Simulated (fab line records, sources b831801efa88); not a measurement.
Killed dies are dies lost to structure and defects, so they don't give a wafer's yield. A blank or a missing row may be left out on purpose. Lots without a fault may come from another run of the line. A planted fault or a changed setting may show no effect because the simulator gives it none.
Problem report in the 8D (eight disciplines) form, filled by code | flow sky130 | the parts of the form that need people (team, actions taken, sign-off) are left out

1. THE PROBLEM
killed_at_M4_up at SKY_PAD_OPEN_PROBE_99 reads a mean of 53.2 on 4 wafers of 2 lots; wafers without a fault read 2.9 with a standard deviation of 1.7. That is +30 standard deviations from the usual mean.
First seen on wafer L512.3, day 47 22:50, on prober-01. The record holds 36 wafers of 12 lots with a number at this step. Rule for "out", or "out of limits": more than 4 standard deviations from the usual mean. The other wafers with a number count as sound.

2. WHAT IT IS AND WHAT IT IS NOT
question                    | is                             | is not
which readings at this step | killed_at_M4_up                | killed_at_M0_to_M3, killed_at_contacts, killed_at_front_end, killed_at_other, killed_short
which lots                  | L512, L514                     | L505, L506, L519, L521, L522, L523, L524, L525, L526, L527
which wafers of those lots  | L512.3, L512.6, L514.4, L514.6 | L512.5, L514.5
read on which tools         | prober-01, prober-02           | -
when                        | from day 47 22:50              | up to then (6 sound wafers); but 26 sound wafers of L512, L514, L519, L521, L522, L523, L524, L525, L526, L527 came after

3. SUSPECTS, AND WHAT RULES EACH OUT
Counting: a tool at a process step up to the reading stays a suspect if it ran every lot that is out. Sound lots after the first of them don't rule it out here, since some wafers of a struck lot are sound.
- plasma_asher-04 at SKY_VIA4_STRIP_13 (strips in O2/N2): kept. It ran every lot that is out, first L512 (day 45 03:45).
- Within plasma_asher-04 at SKY_VIA4_STRIP_13: the wafers that are out ran in chamber 1; their sound lot-mates ran in chamber 0.
Left after counting: plasma_asher-04 at SKY_VIA4_STRIP_13.

4. THE CAUSE (what the simulator had put in)
Chamber particle source: plasma_asher-04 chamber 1, from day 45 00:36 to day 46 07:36, at SKY_VIA4_STRIP_13. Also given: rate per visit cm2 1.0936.
Counting left only this tool.

5. THE CHAIN OF EFFECTS, in route order
Each row: a reading whose mean over the struck wafers that have a number lies more than 3 standard deviations from the usual. Only readings for which the record gives a usual standard deviation are gone through. hours: the time from each lot's start at the first step in this table that gives one to its start at this step, as a median over the lots. sigmas: the change in usual standard deviations.
hours | step                  | reading              | usual  | on struck wafers | change | sigmas
0     | SKY_PAD_OPEN_PROBE_99 | defect_limited_yield | 82.4 % | 73.3             | -9.1   | -4.8
0     | SKY_PAD_OPEN_PROBE_99 | killed_at_M4_up      | 2.9    | 53.2             | +50.4  | +30
0     | SKY_PAD_OPEN_PROBE_99 | killed_dies          | 87     | 132              | +44    | +4.6
The process steps in it:
- SKY_PAD_OPEN_PROBE_99

6. WHAT WOULD HAVE CAUGHT IT SOONER
In this record the first reading out of limits was taken at day 47 22:50, 70 hours after the fault began at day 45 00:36.
Of the tool readings at SKY_VIA4_STRIP_13 for which the record gives a usual standard deviation, none was out on any struck wafer, so an alarm limit of 4 standard deviations on them would not have fired.
All the lots that are out (2) had begun SKY_VIA4_STRIP_13 on plasma_asher-04 by day 47 22:50. A hold on the tool at that time would have spared none of them.
